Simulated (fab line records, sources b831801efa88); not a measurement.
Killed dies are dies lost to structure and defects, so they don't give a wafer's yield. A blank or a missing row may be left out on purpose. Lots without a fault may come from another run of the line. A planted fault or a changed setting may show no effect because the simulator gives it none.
fab line records | flow gf180mcu
record lots=13 wafers=39 last_day=33
route steps=602 shown VT_IMPLANT@131 MVPSD@139 SAB@277 SALICIDE@282
lots that met no fault: from a run of the same line without faults
start_h: hours from the record's first day to the start of the lot's first wafer shown | wait_h: hours since the lot's step before | " the same as in the row above | L1.1+2: a row that stands for several wafers | - no value, or no start given | * or withheld: withheld | < > ~ a bound
route shown NAME@n: a module of which the file shows steps, and the number in the route of the first | usual: mean/standard deviation of fault-free wafers | same: alike in all rows | chamber/n: place in a boat | sites: the reading at each site | _std_site: their standard deviation | _edge_site: outer sites' mean less inner sites' | radius_mm: how far each site lies from the wafer's centre | mask NAME#n: copy n | behind: the tool/chamber that last shaped the wafer | hold: why the lot was held/for how many hours/how that ended | device: the transistor (n, p or np) that didn't switch | end of line: the same wafers' tests at the end of the route | a step without rows: its recipe alone | killed: dies lost to structure and defects at the first sort, not the wafer's yield | map: a wafer's dies, x killed, . not, _ none there
set.NAME: the setting as run; set.NAME@STEP: as run at that earlier step | model.NAME: the simulator's own value behind a step, which no gauge read
steps of the route over a sample of lots; a table a step, a row a wafer
services: from which hour (start_h, from the record's first day; less than 0 if before it) a tool's chamber was out of use, for how many hours, and why
## steps
# step GF_VT_IMPLANT_IMPLANT_41
# recipe species=As energy_kev=70 dose_cm2=1.013e+12 tilt_deg=7
# usual beam_energy_keV=70.002/0.022
# columns lot.wafer tool chamber start_h wait_h beam_energy_keV
L345.2 implanter-01 0 157.42 0.0 70.002
L345.3 " 0 " " 70.005
L345.5 " 0 " " 70.014
L347.1 implanter-01 0 172.74 0.0 70.006
L347.3 " 0 " " 69.993
L347.6 " 0 " " 70.010
L348.2 implanter-01 0 175.94 0.0 70.040
L348.5 " 0 " " 69.990
L348.6 " 0 " " 69.962
L349.2 implanter-01 0 184.22 0.0 69.997
L349.3 " 0 " " 69.992
L349.6 " 0 " " 69.977
L350.3 implanter-02 0 189.24 0.1 69.995
L350.5 " 0 " " 70.000
L350.6 " 0 " " 70.003
L351.3 implanter-03 0 194.74 0.1 69.990
L351.4 " 0 " " 69.975
L351.6 " 0 " " 70.014
L352.3 implanter-02 0 201.59 0.1 70.015
L352.4 " 0 " " 69.993
L352.6 " 0 " " 69.986
L353.3 implanter-02 0 212.82 0.1 70.000
L353.4 " 0 " " 70.032
L353.6 " 0 " " 70.046
L354.1 implanter-03 0 216.27 0.0 69.997
L354.2 " 0 " " 69.996
L354.3 " 0 " " 69.967
L355.1 implanter-03 0 221.42 0.0 70.026
L355.3 " 0 " " 70.015
L355.4 " 0 " " 69.981
L356.1 implanter-02 0 232.25 0.0 69.996
L356.5 " 0 " " 69.990
L356.6 " 0 " " 69.979
L361.1 implanter-02 0 262.94 0.0 89.065
L361.3 " 0 " " 89.081
L361.4 " 0 " " 89.088
L365.4 implanter-02 0 290.92 0.1 89.039
L365.5 " 0 " " 89.049
L365.6 " 0 " " 89.062
# step GF_VT_IMPLANT_TW_MEAS_43
# usual VT_IMPLANT_4_TW=688/3.8
# columns lot.wafer tool chamber start_h wait_h VT_IMPLANT_4_TW
L345.2 film_metro-02 - 157.65 0.1 687
L345.3 " - " " 692
L345.5 " - " " 687
L347.1 film_metro-04 - 172.99 0.1 692
L347.3 " - " " 688
L347.6 " - " " 688
L348.2 film_metro-04 - 176.18 0.1 691
L348.5 " - " " 686
L348.6 " - " " 693
L349.2 film_metro-01 - 184.46 0.1 688
L349.3 " - " " 687
L349.6 " - " " 688
L350.3 film_metro-02 - 189.46 0.1 693
L350.5 " - " " 694
L350.6 " - " " 693
L351.3 film_metro-02 - 194.96 0.1 685
L351.4 " - " " 679
L351.6 " - " " 686
L352.3 film_metro-02 - 201.81 0.1 684
L352.4 " - " " 689
L352.6 " - " " 682
L353.3 film_metro-02 - 213.04 0.1 686
L353.4 " - " " 691
L353.6 " - " " 683
L354.1 film_metro-04 - 216.52 0.1 686
L354.2 " - " " 686
L354.3 " - " " 684
L355.1 film_metro-01 - 221.67 0.1 685
L355.3 " - " " 689
L355.4 " - " " 690
L356.1 film_metro-02 - 232.50 0.1 695
L356.5 " - " " 691
L356.6 " - " " 691
L361.1 film_metro-02 - 263.19 0.1 735
L361.3 " - " " 736
L361.4 " - " " 738
L365.4 film_metro-02 - 291.13 0.1 743
L365.5 " - " " 744
L365.6 " - " " 741
# step GF_VT_IMPLANT_RS_MEAS_49
# recipe thk_meas_gauge=four-point-probe
# usual MVPSD_RS=1169/3.1
# columns lot.wafer tool chamber start_h wait_h MVPSD_RS[ohm/sq]
L345.2 film_metro-03 - 158.23 0.1 1173
L345.3 " - " " 1170
L345.5 " - " " 1171
L347.1 film_metro-03 - 173.56 0.1 1173
L347.3 " - " " 1177
L347.6 " - " " 1175
L348.2 film_metro-03 - 176.76 0.1 1170
L348.5 " - " " 1168
L348.6 " - " " 1170
L349.2 film_metro-03 - 185.04 0.1 1165
L349.3 " - " " 1167
L349.6 " - " " 1168
L350.3 film_metro-03 - 190.05 0.1 1170
L350.5 " - " " 1167
L350.6 " - " " 1169
L351.3 film_metro-01 - 195.55 0.1 1169
L351.4 " - " " 1168
L351.6 " - " " 1163
L352.3 film_metro-04 - 202.41 0.1 1170
L352.4 " - " " 1164
L352.6 " - " " 1172
L353.3 film_metro-03 - 213.71 0.1 1170
L353.4 " - " " 1169
L353.6 " - " " 1167
L354.1 film_metro-03 - 217.10 0.1 1166
L354.2 " - " " 1165
L354.3 " - " " 1164
L355.1 film_metro-03 - 222.24 0.1 1168
L355.3 " - " " 1167
L355.4 " - " " 1168
L356.1 film_metro-04 - 233.12 0.1 1172
L356.5 " - " " 1174
L356.6 " - " " 1174
L361.1 film_metro-01 - 263.76 0.1 1171
L361.3 " - " " 1169
L361.4 " - " " 1169
L365.4 film_metro-04 - 291.73 0.1 1174
L365.5 " - " " 1174
L365.6 " - " " 1173
# step GF_SAB_STRIP_13
# recipe chemistry=O2/N2 power_w=1400 pressure_mtorr=1500 platen_temp_c=250 o2_flow_sccm=3000 n2_flow_sccm=300 overash_fraction=0.5
# usual drypump_motor_current_A=5.8/0.5 heater_power_w=334/40 oes_product_au=0.710/0.0047 strip_time_to_endpoint_s=12.53/0.039
# columns lot.wafer tool chamber start_h wait_h drypump_motor_current_A heater_power_w oes_product_au rf_hours_counter_h strip_time_to_endpoint_s
L345.2 plasma_asher-02 0 347.98 0.0 5.1 355 0.701 25 12.56
L345.3 " 1 " " 6.2 381 0.713 - 12.59
L345.5 " 0 " " 5.0 351 0.705 - 12.51
L347.1 plasma_asher-01 0 360.27 0.0 6.6 261 0.712 57 12.49
L347.3 " 1 " " 5.9 356 0.717 - 12.50
L347.6 " 0 " " 6.6 255 0.707 - 12.52
L348.2 plasma_asher-03 1 371.97 0.0 5.9 346 0.707 70 12.54
L348.5 " 1 " " 5.9 351 0.712 - 12.56
L348.6 " 0 " " 5.3 337 0.709 - 12.51
L349.2 plasma_asher-01 1 378.43 0.0 5.8 371 0.716 59 12.51
L349.3 " 0 " " 6.6 257 0.711 - 12.53
L349.6 " 0 " " 6.6 259 0.715 - 12.54
L350.3 plasma_asher-02 1 387.40 0.0 6.2 377 0.715 - 12.54
L350.5 " 1 " " 6.2 385 0.713 - 12.54
L350.6 " 0 " " 5.1 357 0.715 - 12.54
L351.3 plasma_asher-01 0 393.49 0.0 6.6 257 0.703 - 12.52
L351.4 " 1 " " 5.8 375 0.718 - 12.50
L351.6 " 0 " " 6.6 252 0.711 - 12.52
L352.3 plasma_asher-03 0 398.26 0.0 5.3 345 0.704 - 12.50
L352.4 " 1 " " 5.9 342 0.710 - 12.47
L352.6 " 0 " " 5.3 346 0.715 - 12.47
L353.3 plasma_asher-01 1 414.72 0.0 5.8 375 0.713 - 12.51
L353.4 " 0 " " 6.6 252 0.699 - 12.47
L353.6 " 0 " " 6.6 253 0.709 - 12.48
L354.1 plasma_asher-01 0 420.52 0.0 6.6 253 0.710 63 12.56
L354.2 " 1 " " 5.8 373 0.699 63 12.55
L354.3 " 0 " " 6.6 256 0.705 - 12.55
L355.1 plasma_asher-01 0 426.49 0.0 6.6 259 0.700 64 12.50
L355.3 " 1 " " 5.8 380 0.711 - 12.51
L355.4 " 0 " " 6.6 253 0.712 - 12.51
L356.1 plasma_asher-02 1 438.72 0.0 6.2 385 0.709 35 12.60
L356.5 " 1 " " 6.3 382 0.715 - 12.56
L356.6 " 0 " " 5.1 357 0.713 - 12.61
L361.1 plasma_asher-03 1 476.92 0.0 5.9 337 0.715 3 12.46
L361.3 " 1 " " 5.9 334 0.709 - 12.46
L361.4 " 0 " " 5.3 338 0.708 - 12.50
L365.4 plasma_asher-01 0 510.15 0.0 6.6 263 0.704 - 12.50
L365.5 " 0 " " 6.6 256 0.709 - 12.51
L365.6 " 1 " " 5.8 377 0.711 - 12.53
# step GF_SALICIDE_RS_MEAS_04
# recipe thk_meas_gauge=four-point-probe reads=TiN_of_SALICIDE_SPUTTER_03+Co_of_SALICIDE_SPUTTER_02
# usual SALICIDE_TIN_RS=16.32/0.29
# columns lot.wafer tool chamber start_h wait_h SALICIDE_TIN_RS[ohm/sq]
L345.2 film_metro-01 - 348.24 0.0 16.29
L345.3 " - " " 16.60
L345.5 " - " " 16.76
L347.1 film_metro-01 - 360.51 0.0 16.27
L347.3 " - " " 15.97
L347.6 " - " " 15.88
L348.2 film_metro-03 - 372.23 0.0 16.63
L348.5 " - " " 16.91
L348.6 " - " " 16.26
L349.2 film_metro-02 - 378.69 0.0 16.55
L349.3 " - " " 16.19
L349.6 " - " " 16.14
L350.3 film_metro-03 - 387.65 0.1 16.15
L350.5 " - " " 16.08
L350.6 " - " " 16.15
L351.3 film_metro-01 - 393.74 0.1 16.57
L351.4 " - " " 16.37
L351.6 " - " " 16.47
L352.3 film_metro-03 - 398.51 0.1 16.67
L352.4 " - " " 16.38
L352.6 " - " " 16.07
L353.3 film_metro-01 - 414.98 0.1 15.98
L353.4 " - " " 16.47
L353.6 " - " " 16.02
L354.1 film_metro-03 - 420.77 0.0 16.58
L354.2 " - " " 16.60
L354.3 " - " " 16.98
L355.1 film_metro-03 - 426.74 0.0 16.11
L355.3 " - " " 16.27
L355.4 " - " " 16.14
L356.1 film_metro-01 - 438.96 0.0 16.22
L356.5 " - " " 16.26
L356.6 " - " " 16.14
L361.1 film_metro-01 - 477.16 0.0 16.30
L361.3 " - " " 16.20
L361.4 " - " " 16.13
L365.4 film_metro-03 - 510.42 0.1 16.20
L365.5 " - " " 16.71
L365.6 " - " " 16.87
## services
# columns tool chamber start_h hours kind
implanter-01 - 151.88 1.4 repair
plasma_asher-01 - 172.86 24.5 repair
plasma_asher-03 - 183.21 3.0 repair
implanter-01 - 187.36 35.9 pm
implanter-03 - 197.99 3.6 pm
plasma_asher-01 - 202.65 2.8 pm
implanter-01 - 223.26 8.5 pm
implanter-03 - 249.87 1.8 repair
implanter-03 - 250.19 6.7 repair
implanter-01 - 255.09 3.0 repair
plasma_asher-03 - 273.42 2.0 repair
implanter-03 - 293.93 1.4 repair
plasma_asher-03 - 307.17 6.2 repair
implanter-03 - 318.28 2.9 repair
implanter-03 - 324.07 2.4 repair
implanter-03 - 328.63 9.1 repair
implanter-02 - 361.21 3.4 pm
implanter-01 - 362.86 5.2 pm
implanter-03 - 411.22 4.3 repair
implanter-02 - 438.09 4.0 repair
implanter-02 - 444.78 1.1 repair
implanter-02 - 450.13 1.3 repair
implanter-01 - 470.54 3.5 repair
implanter-01 - 499.37 3.2 repair
## key
first_sign step=GF_VT_IMPLANT_IMPLANT_41 reading=beam_energy_keV direction=up sigmas=99+ usual=70.002 struck=89.064
effect step=GF_VT_IMPLANT_TW_MEAS_43 reading=VT_IMPLANT_4_TW direction=up sigmas=13 usual=688 struck=740
met_at GF_VT_IMPLANT_IMPLANT_41
struck_lots L361,L365
tester_left_out L361,L365
not_acting_at GF_VT_IMPLANT_RS_MEAS_49,GF_SAB_STRIP_13,GF_SALICIDE_RS_MEAS_04
onset_between 232.25 262.94
fault kind=process_parameter_drift tool=implanter-02 chamber=- onset_h=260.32 steps=GF_VT_IMPLANT_IMPLANT_41 channel=energy_kev offset=19.067 shape=step end_h=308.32 acts_in=these_recipes_only stated=70
# tester_left_out: of these lots the tester's yield and bins aren't shown, on N5 and GAA mostly nor the transistor test; their killed dies are dies lost to structure and defects alone, not to doping, threshold or leakage, so they don't give the yield
